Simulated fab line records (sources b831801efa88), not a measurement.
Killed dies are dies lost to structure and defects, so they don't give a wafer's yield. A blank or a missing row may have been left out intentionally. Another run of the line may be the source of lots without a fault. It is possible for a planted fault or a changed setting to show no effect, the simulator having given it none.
Struck lot and sound lot, side by side -- flow sky130 -- 15 out of 708 route steps
Sound: the wafers L246.1, L246.5, L246.6. Wafers struck: L254.2, L254.5, L254.6. At the end, the cause is stated.
Per side, at each step with rows, come the tool, then ch with its chambers, and then its first start. Under that, the readings that differ: sound wafers -- struck wafers -- difference of the means -- sigmas: that difference in standard deviations of wafers without a fault.
alike: readings with means less than 2 such deviations apart, plus words and numbers identical on both sides. not compared: withheld readings, readings lacking a value on some wafer, bounds such as >300 that could conceal the same value, and numbers that have no deviation in the record and whose values overlap.
The two part at a step that has a row with sigmas, a row that says differs or no value, or rows on one side only. Numbers that have no deviation but don't overlap get no sigmas and don't part them. A reading missing from all wafers of one side parts the sides only when that side holds two or more wafers.

first, 1 step without rows for these wafers: SKY_VT_ADJUST_NCORE_IMPLANT_09.
SKY_VT_ADJUST_NCORE_STRIP_10: strips in O2/N2.
  sound on plasma-asher-01 ch 0,1, day 9 14:07; struck on plasma-asher-01 ch 0,1, day 11 20:47
  alike: drypump-motor-current-A, oes-product-au, strip-time-to-endpoint-s
  not compared: rf-hours-counter-h
SKY_VT_ADJUST_NCORE_TW_MEAS_11:
  sound on film-metro-04, day 9 14:13; struck on film-metro-01, day 11 20:53
reading,sound,struck,difference,sigmas
VT_ADJUST_NCORE_TW,219.0 219.0 219.4,222.9 222.5 222.7,+3.6,+2
then, 7 steps without rows for these wafers: SKY_VT_ADJUST_HVTR_DEHYDRATE_00 (time 60 s); SKY_VT_ADJUST_HVTR_HMDS_01 (prime time 60 s); SKY_VT_ADJUST_HVTR_COAT_02 (resist thk 1140 nm); SKY_VT_ADJUST_HVTR_SOFTBAKE_03 (time 60 s); SKY_VT_ADJUST_HVTR_EXPOSE_04 (exposes mask HVTRM, target cd 380 nm); SKY_VT_ADJUST_HVTR_PEB_05; SKY_VT_ADJUST_HVTR_DEVELOP_06 (develop time 60 s).
SKY_VT_ADJUST_HVTR_CD_MEAS_07 targets a cd of 380 nm.
  sound on cd-sem-02, day 10 12:31; struck on cd-sem-01, day 12 21:14
reading,sound,struck,difference,sigmas
cd-nm (nm),382.3 379.6 381.2,376.9 373.4 375.4,-5.8,-2
SKY_VT_ADJUST_HVTR_OVL_MEAS_08:
  sound on overlay-02, day 10 12:38; struck on overlay-01, day 12 21:21
  alike: VT_ADJUST_HVTR_OVL
SKY_VT_ADJUST_HVTR_IMPLANT_09:
  sound on implanter-03 ch 0, day 10 12:41; struck on implanter-03 ch 0, day 12 21:24
reading,sound,struck,difference,sigmas
beam-energy-keV,9.999 9.996 10.002,10.173 10.170 10.171,+0.172,+57
model.implant.drp-nm (nm),17.11 17.11 17.11,17.32 17.32 17.32,+0.21,
SKY_VT_ADJUST_HVTR_STRIP_10: strips in O2/N2.
  sound on plasma-asher-04 ch 0,1, day 10 12:50; struck on plasma-asher-03 ch 0,1, day 12 21:32
  alike: drypump-motor-current-A, oes-product-au, strip-time-to-endpoint-s
  not compared: rf-hours-counter-h
-- record jumps: 36 days separate the struck wafers' starts on either side; left off in module VT_ADJUST_HVTR, taken up again in module PAD_OPEN, whose first shown step is the route's number 708 --
SKY_PAD_OPEN_PROBE_99:
  sound on prober-02, day 46 17:57; struck on prober-01, day 48 15:39
  alike: killed_at_M0_to_M3, killed_at_M4_up, killed-at-contacts, killed-at-front-end, killed-at-other, killed-dies, killed-open, killed-short

== WHERE THEY PART ==
First at SKY_VT_ADJUST_NCORE_TW_MEAS_11; last, within this record, at SKY_VT_ADJUST_HVTR_IMPLANT_09. Later steps at which nothing parts them and some readings are alike: SKY_VT_ADJUST_HVTR_STRIP_10, SKY_PAD_OPEN_PROBE_99.

WHY: whatever the simulator had introduced
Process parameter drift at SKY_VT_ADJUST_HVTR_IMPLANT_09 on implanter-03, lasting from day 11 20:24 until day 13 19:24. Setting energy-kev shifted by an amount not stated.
